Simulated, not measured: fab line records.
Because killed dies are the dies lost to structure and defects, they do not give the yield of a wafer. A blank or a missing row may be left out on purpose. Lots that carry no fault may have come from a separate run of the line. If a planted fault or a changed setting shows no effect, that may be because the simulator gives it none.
fab line records	flow sky130
[record] lots = 7	wafers = 21	lastDay = 50
route steps=708 shown FIELD_ISO@6 PAD_OPEN@708
lots untouched by any fault: they come from a run of this same line in which no faults occurred
startH: hours from the record's opening day to when the first of the lot's shown wafers began	waitH: hours from the lot's prior step to this one	" identical to the entry in the row above	L1.1+2: a single row standing in for several wafers	- value missing, or start not given	* or withheld: withheld	< > ~ a bound
route shown NAME@n: a module of which the file shows steps, and the number in the route of the first	usual: average and standard deviation across the fault-free wafers	same: alike in all rows	chamber/n: place in a boat	sites: per-site readings	_std_site: the standard deviation of these	_edge_site: outer sites' mean less inner sites'	radiusMm: how far each site lies from the wafer's centre	mask NAME#n: copy n	behind: the last tool/chamber to shape the wafer	hold: what put the lot on hold/how long, in hours/how the hold closed	device: names the non-switching transistor (n, p or np)	end of line: tests of these same wafers at the route's end	a step with no rows: only its recipe	killed: dies lost to structure and defects at the first sort, not the wafer's yield	map: a wafer's dies, x killed, . not, _ none there
set.NAME: setting as actually run; set.NAME@STEP: the setting as run at that earlier step	model.NAME: the simulator's own value behind a step, which no gauge read
lots at some steps of the route; a table a step, a row a wafer
services: a tool's chamber out of use, with start hour (startH, from the record's first day; less than 0 if before it), hours out, and reason
[[steps]]
[step SKY_FIELD_ISO_DEHYDRATE_05]
[recipe] tempC = 200	timeS = 60
[step SKY_FIELD_ISO_HMDS_06]
[recipe] primeTimeS = 60	primeTempC = 120
[step SKY_FIELD_ISO_COAT_07]
[recipe] resist = BARC	tempC = withheld	timeS = withheld	spinRpm = 3000	resistThkNm = 60
[step SKY_FIELD_ISO_COAT_08]
[recipe] resist = KrF-thick	spinRpm = 3000	resistThkNm = 450
[step SKY_FIELD_ISO_SOFTBAKE_09]
[recipe] tempC = 100	timeS = 92.29	resist = KrF-thick
[usual] plateSensorTCentreC = 100.88/0.01	plateSensorTEdgeC = 100.95/0.01
lot.wafer	tool	chamber	startH	waitH	plateSensorTCentreC	plateSensorTEdgeC
L409.1	lithoTrack-04	0	-	-	100.89	100.95
L409.4	"	0	"	"	100.88	100.97
L409.5	"	0	"	"	100.87	100.95
L412.2	lithoTrack-02	0	-	-	100.88	100.94
L412.3	"	0	"	"	100.86	100.97
L412.4	"	0	"	"	100.90	100.95
L416.1	lithoTrack-04	0	-	-	100.88	100.94
L416.2	"	0	"	"	100.87	100.97
L416.4	"	0	"	"	100.89	100.96
L417.1	lithoTrack-04	0	-	-	100.90	100.96
L417.3	"	0	"	"	100.88	100.95
L417.4	"	0	"	"	100.90	100.96
L418.1	lithoTrack-04	0	-	-	100.89	100.95
L418.3	"	0	"	"	100.88	100.93
L418.5	"	0	"	"	100.87	100.97
L424.1	lithoTrack-04	0	-	-	100.88	100.95
L424.5	"	0	"	"	100.87	100.96
L424.6	"	0	"	"	100.88	100.94
L428.2	lithoTrack-01	0	-	-	100.89	100.98
L428.3	"	0	"	"	100.89	100.95
L428.6	"	0	"	"	100.89	100.94
[step SKY_FIELD_ISO_EXPOSE_10]
[recipe] maskId = FOM	na = 0.68	sourceShape = annular	sigmaInner = 0.4	sigmaOuter = 0.8	targetCdNm = 150	doseMj = 28
[step SKY_FIELD_ISO_PEB_11]
[recipe] pebTempC = withheld	pebTimeS = withheld	resist = KrF-thick
[step SKY_FIELD_ISO_DEVELOP_12]
[recipe] developTimeS = 60	resist = KrF-thick	devTempC = 21
[step SKY_FIELD_ISO_CD_MEAS_13]
[recipe] targetCdNm = 150
[usual] cdNm = 149.9/1.7
lot.wafer	tool	chamber	startH	waitH	cdNm
L409.1	cdSem-01	-	48.52	-	150.7
L409.4	"	-	"	"	150.8
L409.5	"	-	"	"	152.7
L412.2	cdSem-02	-	67.09	-	149.6
L412.3	"	-	"	"	149.5
L412.4	"	-	"	"	150.5
L416.1	cdSem-02	-	84.98	-	148.9
L416.2	"	-	"	"	148.7
L416.4	"	-	"	"	147.6
L417.1	cdSem-01	-	90.82	-	150.7
L417.3	"	-	"	"	150.5
L417.4	"	-	"	"	150.1
L418.1	cdSem-02	-	96.77	-	150.9
L418.3	"	-	"	"	149.4
L418.5	"	-	"	"	150.4
L424.1	cdSem-02	-	128.82	-	152.0
L424.5	"	-	"	"	151.6
L424.6	"	-	"	"	152.1
L428.2	cdSem-01	-	149.59	-	150.4
L428.3	"	-	"	"	149.7
L428.6	"	-	"	"	147.4
[step SKY_FIELD_ISO_ETCH_14]
[recipe] chemistry = N2/H2	target = BARC	ionEnergyEv = 200	sourceW = 500	biasW = 100	pressureMtorr = 30	n2FlowSccm = 100	h2FlowSccm = 200	stopOn = SiO2	timeS = 48.11	targetDepthA = 600
[usual] chamberPressureMTorr = 29.999/0.028	drypumpMotorCurrentA = 5.6/0.45	oesProductAu = 0.843/0.0047	throttleValvePct = 13.224/0.0095
lot.wafer	tool	chamber	startH	waitH	chamberPressureMTorr	drypumpMotorCurrentA	oesProductAu	rfHoursCounterH	throttleValvePct
L409.1	rieDiel-01	0	48.64	0.1	30.025	5.4	0.845	158	13.231
L409.4	"	1	"	"	30.010	5.5	0.847	159	13.228
L409.5	"	2	"	"	29.968	4.9	0.849	-	13.244
L412.2	rieDiel-01	1	67.19	0.1	29.984	5.5	0.840	159	13.221
L412.3	"	0	"	"	29.988	5.4	0.846	158	13.247
L412.4	"	0	"	"	30.055	5.4	0.838	-	13.216
L416.1	rieDiel-02	0	85.10	0.1	30.035	5.1	0.839	65	13.221
L416.2	"	1	"	"	30.040	5.8	0.840	4	13.230
L416.4	"	3	"	"	29.938	6.0	0.837	117	13.231
L417.1	rieDiel-04	1	90.94	0.1	30.033	6.1	0.845	49	13.214
L417.3	"	0	"	"	30.037	5.8	0.844	136	13.216
L417.4	"	3	"	"	29.987	5.2	0.843	-	13.221
L418.1	rieDiel-01	0	96.89	0.1	29.986	5.4	0.833	159	13.221
L418.3	"	2	"	"	30.012	4.9	0.847	4	13.228
L418.5	"	2	"	"	29.981	4.9	0.847	-	13.219
L424.1	rieDiel-04	2	128.94	0.1	29.934	5.8	0.839	0	13.229
L424.5	"	0	"	"	30.033	5.8	0.846	-	13.205
L424.6	"	1	"	"	30.015	6.1	0.849	-	13.230
L428.2	rieDiel-02	3	149.69	0.1	30.054	6.0	0.842	118	13.203
L428.3	"	0	"	"	30.036	5.0	0.841	66	13.238
L428.6	"	3	"	"	29.978	6.0	0.841	-	13.231
[step SKY_FIELD_ISO_ETCH_15]
[recipe] chemistry = CHF3/O2	targetDepthNm = 180	stopOn = Si	sourceW = 600	biasW = 200	pressureMtorr = 40	chf3FlowSccm = 50	O2_flow_sccm = 5	timeS = 72
[usual] O2_flow_sccm = 5.001/0.016	biasW = 200.0/0.59	drypumpMotorCurrentA = 5.6/0.45	oesProductAu = 0.947/0.0071	throttleValvePct = 8.844/0.0084
lot.wafer	tool	chamber	startH	waitH	O2_flow_sccm	biasW	drypumpMotorCurrentA	oesProductAu	rfHoursCounterH	throttleValvePct
L409.1	rieDiel-01	0	48.68	0.0	4.990	200.0	5.4	0.943	158	8.845
L409.4	"	1	"	"	5.016	199.9	5.5	0.947	159	8.846
L409.5	"	2	"	"	5.007	201.4	4.9	0.936	-	8.853
L412.2	rieDiel-01	1	67.23	0.0	4.997	199.6	5.5	0.953	159	8.838
L412.3	"	0	"	"	4.987	198.9	5.4	0.950	158	8.834
L412.4	"	0	"	"	5.000	199.4	5.4	0.954	-	8.831
L416.1	rieDiel-02	0	85.14	0.0	5.013	199.5	5.0	0.960	65	8.834
L416.2	"	1	"	"	5.009	199.7	5.8	0.942	4	8.844
L416.4	"	3	"	"	4.996	199.9	6.0	0.942	117	8.827
L417.1	rieDiel-04	1	90.98	0.0	5.006	200.9	6.1	0.946	49	8.839
L417.3	"	0	"	"	5.040	200.8	5.8	0.949	136	8.851
L417.4	"	3	"	"	5.022	200.1	5.2	0.949	-	8.849
L418.1	rieDiel-01	0	96.93	0.0	5.012	199.3	5.4	0.954	159	8.845
L418.3	"	2	"	"	4.956	200.1	4.9	0.954	4	8.850
L418.5	"	2	"	"	4.964	200.8	4.9	0.956	-	8.836
L424.1	rieDiel-04	2	128.99	0.0	4.990	199.2	5.7	0.946	0	8.856
L424.5	"	0	"	"	4.985	199.0	5.8	0.947	-	8.825
L424.6	"	1	"	"	5.002	199.8	6.1	0.945	-	8.839
L428.2	rieDiel-02	3	149.73	0.0	5.001	200.7	6.0	0.934	118	8.833
L428.3	"	0	"	"	5.008	199.7	5.0	0.937	66	8.840
L428.6	"	3	"	"	4.983	200.4	6.0	0.942	-	8.840
[step SKY_FIELD_ISO_STRIP_16]
[recipe] chemistry = O2/N2	powerW = 1400	pressureMtorr = 1500	platenTempC = withheld	o2FlowSccm = 3000	n2FlowSccm = 300	overashFraction = 0.5
[usual] drypumpMotorCurrentA = 5.8/0.57	oesProductAu = 0.377/0.0052	stripTimeToEndpointS = 3.52/0.035
lot.wafer	tool	chamber	startH	waitH	drypumpMotorCurrentA	oesProductAu	rfHoursCounterH	stripTimeToEndpointS
L409.1	plasmaAsher-04	1	48.74	0.0	5.4	0.376	38	3.49
L409.4	"	0	"	"	5.5	0.375	-	3.48
L409.5	"	0	"	"	5.5	0.372	-	3.55
L412.2	plasmaAsher-01	0	67.29	0.0	4.9	0.378	38	3.52
L412.3	"	1	"	"	6.4	0.381	-	3.52
L412.4	"	0	"	"	4.9	0.371	-	3.50
L416.1	plasmaAsher-02	0	85.19	0.0	6.2	0.379	27	3.58
L416.2	"	1	"	"	6.0	0.376	27	3.56
L416.4	"	0	"	"	6.1	0.377	-	3.58
L417.1	plasmaAsher-01	0	91.04	0.0	5.0	0.376	40	3.51
L417.3	"	1	"	"	6.4	0.376	-	3.51
L417.4	"	0	"	"	5.0	0.373	-	3.52
L418.1	plasmaAsher-02	0	96.99	0.0	6.2	0.384	29	3.48
L418.3	"	0	"	"	6.2	0.373	-	3.49
L418.5	"	0	"	"	6.1	0.379	-	3.49
L424.1	plasmaAsher-01	1	129.04	0.0	6.4	0.382	44	3.54
L424.5	"	1	"	"	6.5	0.384	-	3.50
L424.6	"	0	"	"	5.0	0.374	-	3.50
L428.2	plasmaAsher-01	1	149.79	0.0	6.4	0.367	47	3.54
L428.3	"	1	"	"	6.4	0.382	-	3.56
L428.6	"	1	"	"	6.4	0.379	-	3.54
[step SKY_FIELD_ISO_ETCH_17]
[recipe] targetDepthA = 3420	maskMaterial = Si3N4	chemistry = HBr/Cl2/O2	target = Si	taperDeg = 5	icpW = 600	biasW = 150	pressureMtorr = 15	HBr_flow_sccm = 150	Cl2_flow_sccm = 40	O2_flow_sccm = 6	timeS = 97.7
[usual] HBr_flow_sccm = 150.0/0.44	O2_flow_sccm = 6.000/0.018	drypumpMotorCurrentA = 5.5/0.45	oesProductAu = 1.001/0.012	throttleValvePct = 25.656/0.012
lot.wafer	tool	chamber	startH	waitH	HBr_flow_sccm	O2_flow_sccm	drypumpMotorCurrentA	oesProductAu	rfHoursCounterH	throttleValvePct	model.Si3N4_of_FIELD_ISO_CVD_03.thkNm
L409.1	rieSi-02	1	48.84	0.1	149.9	5.972	5.8	1.002	34	25.663	149.4
L409.4	"	0	"	"	150.4	6.004	4.7	0.980	0	25.678	149.3
L409.5	"	2	"	"	149.5	6.001	5.5	0.999	-	25.643	149.4
L412.2	rieSi-01	3	67.39	0.1	150.0	5.987	6.1	1.030	69	25.637	150.2
L412.3	"	1	"	"	149.6	6.008	6.0	1.010	132	25.668	150.2
L412.4	"	0	"	"	149.8	6.022	5.6	0.999	50	25.671	151.5
L416.1	rieSi-01	3	85.29	0.1	-	-	-	-	-	-	168
L416.2	"	1	"	"	-	-	-	-	-	-	166.2
L416.4	"	0	"	"	-	-	-	-	-	-	167.8
L417.1	rieSi-01	3	91.14	0.1	-	-	-	-	-	-	166.5
L417.3	"	0	"	"	-	-	-	-	-	-	165.5
L417.4	"	2	"	"	-	-	-	-	-	-	164.9
L418.1	rieSi-01	1	97.09	0.1	-	-	-	-	-	-	166.5
L418.3	"	3	"	"	-	-	-	-	-	-	166.5
L418.5	"	0	"	"	-	-	-	-	-	-	166.9
L424.1	rieSi-02	2	129.14	0.1	149.6	6.023	5.5	1.000	91	25.667	151.1
L424.5	"	0	"	"	150.6	5.985	4.7	1.000	-	25.650	150.8
L424.6	"	3	"	"	150.4	5.974	5.1	0.989	-	25.667	150.6
L428.2	rieSi-02	2	149.89	0.1	150.3	5.981	5.5	1.000	91	25.658	147.9
L428.3	"	0	"	"	150.8	5.978	4.7	0.998	1	25.647	148.2
L428.6	"	2	"	"	150.3	5.989	5.5	0.993	-	25.656	148.7
[step SKY_FIELD_ISO_WET_ETCH_18]
[recipe] chemistry = H3PO4	targetDepthNm = 25	tempC = 160	target = Si3N4	timeS = 286
[step SKY_FIELD_ISO_CLEAN_19]
[recipe] chemistry = SC1/SC2	mix = 1:4:20	tempC = 70	timeS = 150
[step SKY_FIELD_ISO_CLEAN_20]
[recipe] chemistry = dHF	timeS = 20	dilution = 100:1
[step SKY_FIELD_ISO_WET_ETCH_21]
[recipe] chemistry = dHF	dilution = 100:1	targetDepthNm = 20	dry = ipaMarangoni	target = SiO2	tempC = 25	timeS = 400
[step SKY_FIELD_ISO_OXIDATION_22]
[recipe] tempC = 950	ambient = O2	stabiliseS = 600	purgeS = 300	targetThkA = 100	oxTimeS = 623
[step SKY_FIELD_ISO_CVD_24]
[recipe] material = SiO2	targetThkNm = 595	tempC = 650	sigmaOpenFrac = 0.3	timeS = 99.2	sih4FlowSccm = 60	pressureMtorr = 6
[step SKY_FIELD_ISO_ANNEAL_26]
[recipe] tempC = 1000	timeS = 1800	ambient = N2
[step SKY_FIELD_ISO_CMP_27]
[recipe] stopOn = Si3N4	tOverpolishS = 16	downForcePsi = 4	platenRpm = 60	targetThkNm = 457.8	padVelocityMS = 0.94248
[usual] motorCurrentA = 12.2/1.5
lot.wafer	tool	chamber	startH	waitH	motorCurrentA
L409.1	cmp-01	0	53.30	0.1	12.7
L409.4	"	1	"	"	12.7
L409.5	"	3	"	"	11.3
L412.4	cmp-01	0	70.59	0.0	13.0
L412.2	"	2	"	"	11.8
L412.3	"	3	"	"	11.8
L416.2	cmp-02	1	89.50	0.0	12.4
L416.1	"	3	"	"	11.0
L416.4	"	0	"	"	17.0
L417.1	cmp-01	0	95.24	0.0	12.8
L417.3	"	1	"	"	12.6
L417.4	"	3	"	"	11.5
L418.1	cmp-01	0	100.91	0.1	12.6
L418.3	"	2	"	"	11.5
L418.5	"	3	"	"	12.3
L424.1	cmp-01	2	132.42	0.1	11.1
L424.6	"	1	"	"	12.5
L424.5	"	2	"	"	11.3
L428.3	cmp-01	0	156.35	0.0	12.3
L428.2	"	1	"	"	12.2
L428.6	"	1	"	"	12.3
[step SKY_FIELD_ISO_WET_ETCH_28]
[recipe] chemistry = dHF	targetDepthNm = 23.7	target = SiO2	dilution = 10:1	tempC = 25	timeS = 47
[usual] bathHeatDutyPct = 6.2/0.91	runLengthS = 75/3.4
lot.wafer	tool	chamber	startH	waitH	bathHeatDutyPct	runLengthS	model.Si3N4_of_FIELD_ISO_CVD_03.thkNm
L409.1	wetBench-01	3	53.55	0.2	4.8	81	117.9
L409.4	"	3	"	"	5.3	81	118
L409.5	"	3	"	"	4.9	81	118.2
L412.2	wetBench-04	3	70.89	0.1	6.5	74	119.5
L412.3	"	3	"	"	6.8	74	119.5
L412.4	"	3	"	"	6.5	74	120.7
L416.1	wetBench-04	3	89.80	0.1	6.6	72	137.4
L416.2	"	3	"	"	5.7	72	135.5
L416.4	"	3	"	"	6.6	72	137.2
L417.1	wetBench-04	3	95.54	0.2	7.5	72	135.5
L417.3	"	3	"	"	6.5	72	134.4
L417.4	"	3	"	"	6.2	72	133.9
L418.1	wetBench-01	3	101.16	0.2	4.3	75	136.2
L418.3	"	3	"	"	4.8	75	136
L418.5	"	3	"	"	4.2	75	136.4
L424.1	wetBench-04	1	132.67	0.2	5.8	72	119.4
L424.5	"	1	"	"	6.0	72	119
L424.6	"	1	"	"	6.1	72	118.9
L428.2	wetBench-02	1	156.65	0.2	5.7	74	116.7
L428.3	"	1	"	"	5.8	74	116.9
L428.6	"	1	"	"	6.0	74	117.5
[step SKY_FIELD_ISO_WET_ETCH_29]
[recipe] chemistry = H3PO4	targetDepthNm = 160	target = Si3N4	tempC = 160	timeS = 1825
[step SKY_PAD_OPEN_PROBE_99]
[usual] killed_at_M0_to_M3 = 44/7.1	killed_at_M4_up = 3/1.6	killedAtContacts = 24/5.4	killedAtFrontEnd = 15/4.7	killedAtOther = 0.3/0.51	killedDies = 87/9.9	killedOnRim = 17/4	killedOpen = 48/7.6	killedShort = 39/6.3
[same] grossDies = 492	killedAtBackSide = 0
lot.wafer	tool	chamber	startH	waitH	killed_at_M0_to_M3	killed_at_M4_up	killedAtContacts	killedAtFrontEnd	killedAtOther	killedDies	killedOnRim	killedOpen	killedShort
L409.1	prober-02	-	1093.54	0.1	47	6	22	10	0	85	18	50	35
L409.4	prober-02	-	1093.69	0.2	55	3	30	17	0	105	23	53	52
L409.5	prober-02	-	1093.74	0.2	33	3	28	14	0	78	13	40	38
L416.1	prober-02	-	1137.99	0.1	49	5	25	413	0	492	96	54	43
L416.2	prober-02	-	1138.04	0.1	43	3	31	414	1	492	96	55	45
L416.4	prober-02	-	1138.14	0.2	59	1	29	402	1	492	96	53	48
L417.1	prober-01	-	1143.72	0.1	55	4	16	415	2	492	96	52	44
L417.3	prober-01	-	1143.82	0.2	44	3	23	421	1	492	96	47	41
L417.4	prober-01	-	1143.87	0.2	52	2	19	419	0	492	96	44	43
L418.1	prober-02	-	1153.89	0.1	46	1	29	416	0	492	96	50	40
L418.3	prober-02	-	1153.99	0.2	51	1	20	418	2	492	96	52	36
L418.5	prober-02	-	1154.09	0.2	46	3	21	422	0	492	96	50	40
// killed by level:class
L409.1 VIA2:geometricParticle:open=10 VIA1:geometricParticle:open=9 LI_CONTACT:geometricParticle:open=7 LOCAL_INTERCONNECT:geometricParticle:short=7 METAL2:geometricParticle:short=6 VIA3:geometricParticle:open=5 POLY_GATE:geometricParticle:open=4 VIA1:geometricParticle:short=4
L409.4 VIA1:geometricParticle:open=12 LI_CONTACT:geometricParticle:open=10 CONTACT:geometricParticle:open=9 VIA1:geometricParticle:short=8 VIA3:geometricParticle:open=8 CONTACT:geometricParticle:short=6 METAL3:geometricParticle:short=6 VIA3:geometricParticle:short=6
L409.5 CONTACT:geometricParticle:open=10 VIA2:geometricParticle:open=8 LI_CONTACT:geometricParticle:open=7 VIA3:geometricParticle:short=6 VIA3:geometricParticle:open=5 FIELD_ISO:geometricParticle:short=4 FIELD_ISO:geometricParticle:open=4 LI_CONTACT:geometricParticle:short=4
L416.1 FIELD_ISO:areaEtch=395 VIA1:geometricParticle:open=12 POLY_GATE:geometricParticle:open=7 LI_CONTACT:geometricParticle:open=7 VIA2:geometricParticle:open=7 VIA3:geometricParticle:open=7 METAL2:geometricParticle:short=6 CONTACT:geometricParticle:short=6
L416.2 FIELD_ISO:areaEtch=392 VIA1:geometricParticle:open=16 CONTACT:geometricParticle:open=14 FIELD_ISO:geometricParticle:short=6 VIA1:geometricParticle:short=6 LI_CONTACT:geometricParticle:open=6 CONTACT:geometricParticle:short=6 POLY_GATE:geometricParticle:short=5
L416.4 FIELD_ISO:areaEtch=391 VIA1:geometricParticle:open=15 VIA1:geometricParticle:short=12 LI_CONTACT:geometricParticle:open=9 CONTACT:geometricParticle:open=8 VIA3:geometricParticle:open=7 VIA2:geometricParticle:open=7 METAL2:geometricParticle:short=6
L417.1 FIELD_ISO:areaEtch=396 VIA1:geometricParticle:open=14 VIA3:geometricParticle:open=8 CONTACT:geometricParticle:open=7 METAL2:geometricParticle:short=7 VIA1:geometricParticle:short=6 POLY_GATE:geometricParticle:short=5 FIELD_ISO:geometricParticle:short=4
L417.3 FIELD_ISO:areaEtch=404 VIA1:geometricParticle:open=12 CONTACT:geometricParticle:open=8 VIA1:geometricParticle:short=7 CONTACT:geometricParticle:short=6 VIA2:geometricParticle:short=5 LI_CONTACT:geometricParticle:open=5 VIA3:geometricParticle:open=5
L417.4 FIELD_ISO:areaEtch=405 VIA1:geometricParticle:open=14 VIA1:geometricParticle:short=10 METAL2:geometricParticle:short=8 CONTACT:geometricParticle:open=7 POLY_GATE:geometricParticle:short=5 LI_CONTACT:geometricParticle:short=5 POLY_GATE:geometricParticle:open=4
L418.1 FIELD_ISO:areaEtch=402 CONTACT:geometricParticle:open=14 VIA1:geometricParticle:open=13 VIA2:geometricParticle:open=7 VIA1:geometricParticle:short=6 LI_CONTACT:geometricParticle:open=6 METAL2:geometricParticle:short=6 FIELD_ISO:geometricParticle:open=4
L418.3 FIELD_ISO:areaEtch=404 VIA1:geometricParticle:open=11 VIA3:geometricParticle:open=8 METAL1:geometricParticle:short=7 VIA1:geometricParticle:short=7 POLY_GATE:geometricParticle:open=6 CONTACT:geometricParticle:open=6 LI_CONTACT:geometricParticle:open=5
L418.5 FIELD_ISO:areaEtch=402 VIA1:geometricParticle:open=11 METAL1:geometricParticle:short=8 POLY_GATE:geometricParticle:open=7 CONTACT:geometricParticle:open=7 LI_CONTACT:geometricParticle:open=5 METAL2:geometricParticle:short=5 VIA3:geometricParticle:open=5
// map L416.1 (x killed, . not)
__________xxxxxxxxxx_________
________xxxxxxxxxxxxxx_______
______xxxxxxxxxxxxxxxxxx_____
_____xxxxxxxxxxxxxxxxxxxx____
____xxxxxxxxxxxxxxxxxxxxxx___
___xxxxxxxxxxxxxxxxxxxxxxxx__
__xxxxxxxxxxxxxxxxxxxxxxxxxx_
_xxxxxxxxxxxxxxxxxxxxxxxxxxxx
_xxxxxxxxxxxxxxxxxxxxxxxxxxxx
_xxxxxxxxxxxxxxxxxxxxxxxxxxxx
_xxxxxxxxxxxxxxxxxxxxxxxxxxxx
_xxxxxxxxxxxxxxxxxxxxxxxxxxxx
_xxxxxxxxxxxxxxxxxxxxxxxxxxxx
_xxxxxxxxxxxxxxxxxxxxxxxxxxxx
_xxxxxxxxxxxxxxxxxxxxxxxxxxxx
__xxxxxxxxxxxxxxxxxxxxxxxxxx_
___xxxxxxxxxxxxxxxxxxxxxxxx__
____xxxxxxxxxxxxxxxxxxxxxx___
_____xxxxxxxxxxxxxxxxxxxx____
______xxxxxxxxxxxxxxxxxx_____
________xxxxxxxxxxxxxx_______
__________xxxxxxxxxx_________
// map L417.1 (x killed, . not)
__________xxxxxxxxxx_________
________xxxxxxxxxxxxxx_______
______xxxxxxxxxxxxxxxxxx_____
_____xxxxxxxxxxxxxxxxxxxx____
____xxxxxxxxxxxxxxxxxxxxxx___
___xxxxxxxxxxxxxxxxxxxxxxxx__
__xxxxxxxxxxxxxxxxxxxxxxxxxx_
_xxxxxxxxxxxxxxxxxxxxxxxxxxxx
_xxxxxxxxxxxxxxxxxxxxxxxxxxxx
_xxxxxxxxxxxxxxxxxxxxxxxxxxxx
_xxxxxxxxxxxxxxxxxxxxxxxxxxxx
_xxxxxxxxxxxxxxxxxxxxxxxxxxxx
_xxxxxxxxxxxxxxxxxxxxxxxxxxxx
_xxxxxxxxxxxxxxxxxxxxxxxxxxxx
_xxxxxxxxxxxxxxxxxxxxxxxxxxxx
__xxxxxxxxxxxxxxxxxxxxxxxxxx_
___xxxxxxxxxxxxxxxxxxxxxxxx__
____xxxxxxxxxxxxxxxxxxxxxx___
_____xxxxxxxxxxxxxxxxxxxx____
______xxxxxxxxxxxxxxxxxx_____
________xxxxxxxxxxxxxx_______
__________xxxxxxxxxx_________
[[services]]
tool	chamber	startH	hours	kind
rieSi-01	0	23.36	11.9	repair
cmp-01	-	25.54	5.3	pm
rieDiel-01	1	31.39	11.9	repair
rieDiel-02	1	37.53	6.6	repair
cmp-01	-	42.38	1.4	repair
plasmaAsher-01	-	43.02	1.2	repair
cmp-02	-	44.37	1.7	repair
wetBench-04	-	46.59	0.6	repair
cmp-01	-	51.74	0.3	repair
cmp-02	-	53.85	0.7	repair
cmp-02	-	62.60	6.1	repair
cmp-01	-	64.06	4.0	pm
rieDiel-02	0	69.93	7.4	repair
rieDiel-01	2	70.38	13.5	repair
wetBench-02	-	70.82	35.1	repair
plasmaAsher-02	-	71.83	0.4	repair
rieSi-02	-	79.24	28.1	pm
rieDiel-02	1	88.19	1.5	repair
rieDiel-01	-	90.51	2.8	pm
wetBench-01	-	101.74	1.6	repair
plasmaAsher-04	-	108.75	9.0	pm
plasmaAsher-04	-	135.79	0.5	repair
wetBench-04	-	144.04	3.1	repair
plasmaAsher-02	-	154.43	6.0	repair
[[key]]
[firstSign] step = SKY_FIELD_ISO_ETCH_17	reading = toolRecord	direction = missing
[effect] step = SKY_PAD_OPEN_PROBE_99	reading = killedAtFrontEnd	direction = up	sigmas = 85	usual = 15	struck = 416
[modelEffect] step = SKY_FIELD_ISO_ETCH_17	value = Si3N4_of_FIELD_ISO_CVD_03.thkNm	without = 151.4	struck = 166.5
[modelEffect] step = SKY_FIELD_ISO_WET_ETCH_28	value = Si3N4_of_FIELD_ISO_CVD_03.thkNm	without = 120.7	struck = 135.8
[moreKillsBornAt] SKY_FIELD_ISO_ETCH_17@rieSi-01 = 3591
metAt SKY_FIELD_ISO_ETCH_17
struckWafers L416.1,L416.2,L416.4,L417.1,L417.3,L417.4,L418.1,L418.3,L418.5
laterRowsLeftOut L416.1,L416.2,L416.4,L417.1,L417.3,L417.4,L418.1,L418.3,L418.5
testerLeftOut L416,L417,L418
onsetBetween 67.39 85.29
[fault] kind = skippedStepWhole	tool = rieSi-01	chamber = -	onsetH = 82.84	steps = SKY_FIELD_ISO_ETCH_17	scope = struckLotsOnly
// testerLeftOut: of these lots the tester's yield and bins aren't shown, on N5 and GAA mostly nor the transistor test; their killed dies are dies lost to structure and defects alone, not to doping, threshold or leakage, so they don't give the yield
// laterRowsLeftOut: the simulator's readings of these wafers behind a module that went badly wrong aren't trusted and aren't shown, but for the sort
